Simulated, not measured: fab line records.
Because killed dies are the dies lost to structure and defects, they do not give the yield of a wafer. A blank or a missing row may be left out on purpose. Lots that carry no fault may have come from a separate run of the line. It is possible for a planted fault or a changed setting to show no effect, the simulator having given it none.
The tool behind it: which one? + flow sky130 + 33 wafers from 11 lots sampled at 2 of the route's 708 steps

## WHAT THE GAUGES READ, wafer by wafer
SKY_POLY_GATE_THK_MEAS_01. Usual: for POLY_GATE_CVD_00_THK the level is 179.8 nm and the standard deviation is 1.8.
| lot  | measured     | on            | POLY_GATE_CVD_00_THK (nm) | flag |
|------|--------------|---------------|---------------------------|------|
| L240 | day 13 21:08 | film-metro-02 | 181.9 181.6 181.8         |      |
| L242 | day 15 01:08 | film-metro-01 | 182.1 180.7 181.7         |      |
| L244 | day 16 00:26 | film-metro-02 | 179.1 179.7 179.3         |      |
| L247 | day 16 17:53 | film-metro-02 | 179.8 179.0 177.6         |      |
| L249 | day 17 10:26 | film-metro-04 | 183.7 183.1 183.1         |      |
| L251 | day 17 22:19 | film-metro-04 | 178.5 179.2 177.1         |      |
| L253 | day 19 11:52 | film-metro-04 | 175.3 175.7 174.2         |      |
| L260 | day 22 00:06 | film-metro-04 | 180.0 180.8 179.8         |      |
| L261 | day 22 07:07 | film-metro-01 | 180.4 178.2 179.0         |      |
| L262 | day 22 07:05 | film-metro-02 | 179.3 180.4 177.9         |      |
| L263 | day 22 16:10 | film-metro-02 | 179.8 180.0 180.2         |      |

## TOOL THAT RAN EACH LOT (tool first, then ch and the chambers of the sampled wafers, then the start)
| lot  | SKY_VT_ADJUST_NCORE_STRIP_10         |
|------|--------------------------------------|
| L240 | plasma-asher-03 ch 0,1, day 8 11:47  |
| L242 | plasma-asher-01 ch 0,1, day 9 10:59  |
| L244 | plasma-asher-02 ch 0,1, day 10 03:59 |
| L247 | plasma-asher-02 ch 0,1, day 10 21:35 |
| L249 | plasma-asher-02 ch 0,1, day 11 10:50 |
| L251 | plasma-asher-03 ch 0,1, day 11 19:59 |
| L253 | plasma-asher-03 ch 0,1, day 13 03:11 |
| L260 | plasma-asher-03 ch 0, day 15 04:41   |
| L261 | plasma-asher-01 ch 0,1, day 15 07:59 |
| L262 | plasma-asher-01 ch 0,1, day 15 13:17 |
| L263 | plasma-asher-03 ch 0,1, day 15 18:43 |
- SKY_VT_ADJUST_NCORE_STRIP_10: strips in O2/N2.

## WHAT THE TOOLS THEMSELVES READ (means of the sampled wafers that have a number; where no wafer has one, the mark that the record gives instead)
SKY_VT_ADJUST_NCORE_STRIP_10. Usual: drypump-motor-current-A 5.6 A, standard deviation 0.5; oes-product-au 0.716 a.u., standard deviation 0.0046; strip-time-to-endpoint-s 14.18 s, standard deviation 0.038.
| lot  | tool            | drypump-motor-current-A (A) | oes-product-au (a.u.) | strip-time-to-endpoint-s (s) | flag |
|------|-----------------|-----------------------------|-----------------------|------------------------------|------|
| L240 | plasma-asher-03 | 6.1                         | 0.715                 | 14.14                        |      |
| L242 | plasma-asher-01 | 5.4                         | 0.713                 | 14.16                        |      |
| L244 | plasma-asher-02 | 5.4                         | 0.718                 | 14.21                        |      |
| L247 | plasma-asher-02 | 5.3                         | 0.717                 | 14.19                        |      |
| L249 | plasma-asher-02 | 5.4                         | 0.715                 | 14.14                        |      |
| L251 | plasma-asher-03 | 6.0                         | 0.717                 | 14.13                        |      |
| L253 | plasma-asher-03 | 6.0                         | 0.720                 | 14.15                        |      |
| L260 | plasma-asher-03 | 6.3                         | 0.719                 | 14.20                        |      |
| L261 | plasma-asher-01 | 5.4                         | 0.723                 | 14.19                        |      |
| L262 | plasma-asher-01 | 5.1                         | 0.721                 | 14.21                        |      |
| L263 | plasma-asher-03 | 6.0                         | 0.717                 | 14.19                        |      |

## THE ANSWER, worked out from the rows above alone
Rule: a lot is off if the mean of its wafers that have a number lies more than 3 standard deviations from the usual mean. Also off: a lot with no number at a reading for which 4 or more lots have one. Any other lot the step has rows for is counted as sound. Order of review: gauges by route order, followed by the tools' own readings, for which a lot's mean as printed above is used. At the first step where some lot is off, the reading lying furthest off is the one used; lots without a number count as furthest.
Nothing can be told from this: no lot is off at any reading shown.

## WHAT THE SIMULATOR PUT IN
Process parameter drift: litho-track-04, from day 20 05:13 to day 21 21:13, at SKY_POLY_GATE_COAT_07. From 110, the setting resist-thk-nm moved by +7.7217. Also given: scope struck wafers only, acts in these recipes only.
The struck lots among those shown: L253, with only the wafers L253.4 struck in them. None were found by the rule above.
